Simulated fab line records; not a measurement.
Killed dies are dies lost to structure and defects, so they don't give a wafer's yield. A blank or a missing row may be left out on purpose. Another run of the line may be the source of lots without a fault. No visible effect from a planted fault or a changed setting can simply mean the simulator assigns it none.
8D (eight disciplines) problem report, filled in by code :: flow gf180mcu :: the parts of the form that need people (team, actions taken, sign-off) are left out

## 1. THE PROBLEM
STI_CVD_23_THK at GF_STI_THK_MEAS_24 reads a mean of 713 nm on 4 wafers of 3 lots; wafers without a fault read 651 nm with a standard deviation of 8.2. That puts it +7.6 standard deviations away from the usual mean.
Seen first at day 3 14:07 on film-metro-03, wafer L719.1. The record has a number at this step for 39 wafers belonging to 14 lots. By rule, "out" or "out of limits" means more than 4 standard deviations away from the usual mean. All remaining wafers that have a number are taken as sound.

## 2. WHAT THIS IS AND IS NOT
question: which readings at this step
is: STI_CVD_23_THK
is not: -

question: which lots
is: L719, L720, L722
is not: L713, L714, L715, L716, L717, L729, L731, L733, L734, L735, L736

question: which wafers of those lots
is: L719.1, L720.3, L722.1, L722.3
is not: L719.6, L720.6

question: read on which gauges
is: film-metro-01, film-metro-03
is not: film-metro-04

question: when
is: from day 3 14:07
is not: up to then (16 sound wafers); but 19 sound wafers of L720, L729, L731, L733, L734, L735, L736 came after

## 3. WHAT RULES OUT EACH SUSPECT
Counting: a tool at a process step up to the reading stays a suspect if it ran every lot that is out. Sound lots after the first of them don't rule it out here, since some wafers of a struck lot are sound.
- the gauge at GF_STI_THK_MEAS_24 has been ruled out. Those wafers that are out were read across 2 gauges (film-metro-01, film-metro-03).
- hdpcvd-02 at GF_STI_CVD_23 (deposits SiO2, target thk 650 nm, time 108.3 s): kept. It ran every lot that is out, first L719 (day 3 14:02); its last sound lot up to then is L717 (day 3 04:43).
Remaining after the count: hdpcvd-02 at GF_STI_CVD_23.

## 4. THE CAUSE (what the simulator had put in)
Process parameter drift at GF_STI_CVD_23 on hdpcvd-02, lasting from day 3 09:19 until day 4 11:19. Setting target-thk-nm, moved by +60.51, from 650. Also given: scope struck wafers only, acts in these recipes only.
After counting, this tool was the only one left.

## 5. THE CHAIN OF EFFECTS, in route order
Each row: a reading where the mean over the struck wafers with a number is more than 3 standard deviations away from the usual. Only readings whose record carries a usual standard deviation are examined. hours: median over the lots of the time between each lot's start at the first step of this table that gives one and its start at this step. sigmas: the change, counted in usual standard deviations.
hours: 0
step: GF_STI_THK_MEAS_24
reading: STI_CVD_23_THK
usual: 651 nm
on struck wafers: 713
change: +62
sigmas: +7.6
Later measuring or inspecting steps at which every struck wafer that the step has a row for has a number for every such reading, and none has moved that far: GF_DUAL_GATE_OVL_MEAS_11, GF_HV_LDD_CD_MEAS_31.

## 6. HOW IT WOULD HAVE BEEN CAUGHT EARLIER
The first out-of-limits reading at a measuring or inspecting step in this record came at day 3 14:07, 5 hours after the fault's start at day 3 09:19.
Among the 3 lots that are out, L720, L722 began GF_STI_CVD_23 on hdpcvd-02 after day 3 14:07. A hold on the tool at that time would have spared those 2.
